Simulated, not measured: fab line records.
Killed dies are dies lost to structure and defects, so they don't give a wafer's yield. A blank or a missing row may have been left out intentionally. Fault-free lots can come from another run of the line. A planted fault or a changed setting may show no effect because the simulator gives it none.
Check of tool commonality | flow gf180mcu | Lots sampled 12, wafers sampled 36

## WHY THIS WAS OPENED
On 2 of the 12 lots, a flag is raised at GF_V2_CD_MEAS_14 on the reading cd-nm. Fault-free wafers read 259.8 nm, with a standard deviation of 1.2.
Rule: a lot is flagged in two cases, either no wafer of it has a number, or all its wafers with numbers fall more than 4 standard deviations from that mean. The other lots count as sound.

lot  | measured     | on        | cd-nm (nm), wafer by wafer | flag
L128 | day 20 03:29 | cd-sem-02 | 261.6 259.4 260.5          |
L130 | day 21 03:03 | cd-sem-02 | 258.7 258.6 258.6          |
L131 | day 21 19:25 | cd-sem-01 | 260.6 261.9 260.5          |
L132 | day 22 00:10 | cd-sem-01 | 260.8 260.2 260.2          |
L133 | day 22 07:29 | cd-sem-01 | 258.8 258.8 258.7          |
L140 | day 24 17:22 | cd-sem-02 | 258.6 257.8 257.9          |
L144 | day 25 23:10 | cd-sem-02 | 253.8 254.3 252.9          | FLAGGED
L145 | day 26 13:56 | cd-sem-02 | 254.9 253.9 254.2          | FLAGGED
L147 | day 26 21:07 | cd-sem-01 | 261.8 261.9 260.8          |
L148 | day 27 01:08 | cd-sem-01 | 258.3 256.9 257.5          |
L149 | day 27 12:22 | cd-sem-02 | 260.9 261.0 260.1          |
L150 | day 27 18:20 | cd-sem-02 | 258.2 259.6 259.5          |
The numbers of the flagged lots are 254.0 nm on average: -5.8 nm against the usual, or -5 standard deviations.

## WHICH TOOL RAN EACH LOT
Before the reading, the record contains 2 process steps out of a 602-step route. Cell contents, in order: the tool; ch with the chambers the sampled wafers went through; the start.
lot  | flag    | GF_M2_METAL_ETCH_16               | GF_V2_PEB_12
L128 |         | rie-metal-01 ch 0,1, day 19 01:59 | litho-track-04 ch 0, day 20 03:10
L130 |         | rie-metal-01 ch 0, day 20 01:53   | litho-track-04 ch 0, day 21 02:42
L131 |         | rie-metal-01 ch 0,1, day 20 18:35 | litho-track-04 ch 0, day 21 19:05
L132 |         | rie-metal-04 ch 0,1, day 20 23:39 | litho-track-01 ch 0, day 21 23:49
L133 |         | rie-metal-02 ch 0, day 21 06:38   | litho-track-03 ch 0, day 22 07:08
L140 |         | rie-metal-02 ch 0,1, day 23 15:22 | litho-track-04 ch 0, day 24 17:02
L144 | FLAGGED | rie-metal-02 ch 0,1, day 25 00:26 | litho-track-01 ch 0, day 25 22:50
L145 | FLAGGED | rie-metal-01 ch 0, day 25 15:02   | litho-track-01 ch 0, day 26 13:36
L147 |         | rie-metal-02 ch 0,1, day 25 23:05 | litho-track-04 ch 0, day 26 20:47
L148 |         | rie-metal-01 ch 1, day 26 04:14   | litho-track-03 ch 0, day 27 00:48
L149 |         | rie-metal-02 ch 0,1, day 26 15:11 | litho-track-04 ch 0, day 27 12:02
L150 |         | rie-metal-01 ch 1, day 26 21:07   | litho-track-03 ch 0, day 27 17:59
What the steps here do:
- GF_M2_METAL_ETCH_16: etches the open film in Cl2/BCl3, stops on SiO2, target depth 750.8 nm, time 125.1 s.
- GF_V2_PEB_12: peb time 90 s.
- GF_V2_CD_MEAS_14: target cd 260 nm.

## FLAGGED AGAINST TOTAL, ONE TOOL AT A TIME (gauges that did the reading follow at the end)
step                | tool           | lots run | flagged | share of the flagged lots | sound lots run after its first flagged lot
GF_M2_METAL_ETCH_16 | rie-metal-01   | 6        | 1       | some                      | 2 (L148,L150)
GF_M2_METAL_ETCH_16 | rie-metal-02   | 5        | 1       | some                      | 2 (L147,L149)
GF_M2_METAL_ETCH_16 | rie-metal-04   | 1        | 0       | none                      | -
GF_V2_PEB_12        | litho-track-01 | 3        | 2       | all                       | 0
GF_V2_PEB_12        | litho-track-03 | 3        | 0       | none                      | -
GF_V2_PEB_12        | litho-track-04 | 6        | 0       | none                      | -
GF_V2_CD_MEAS_14    | cd-sem-01      | 5        | 0       | none                      | -
GF_V2_CD_MEAS_14    | cd-sem-02      | 7        | 2       | all                       | 2 (L149,L150)

## WHAT THE TABLE ALLOWS
2 rows of the table ran every flagged lot: litho-track-01 at GF_V2_PEB_12, cd-sem-02 at GF_V2_CD_MEAS_14.
- litho-track-01 at GF_V2_PEB_12 ran 3 lots, 2 of them flagged. Last sound lot L132 at day 21 23:49, first flagged lot L144 at day 25 22:50; a fault beginning in between fits. Its own readings (heater-power-total-W) fall more than 4 standard deviations out on all wafers of the flagged lots.
- cd-sem-02 at GF_V2_CD_MEAS_14 ran 7 lots, 2 of them flagged. After the first flagged lot (L149, L150), sound lots still ran on it; a lasting fault on the whole tool would not permit that.
Left over: one tool, litho-track-01 at GF_V2_PEB_12.

## WHAT THE SIMULATOR PUT IN
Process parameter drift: litho-track-01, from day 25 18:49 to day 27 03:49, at GF_V2_PEB_12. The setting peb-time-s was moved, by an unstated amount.
Lots struck among those shown: L144, L145. The rule given above showed the same thing.
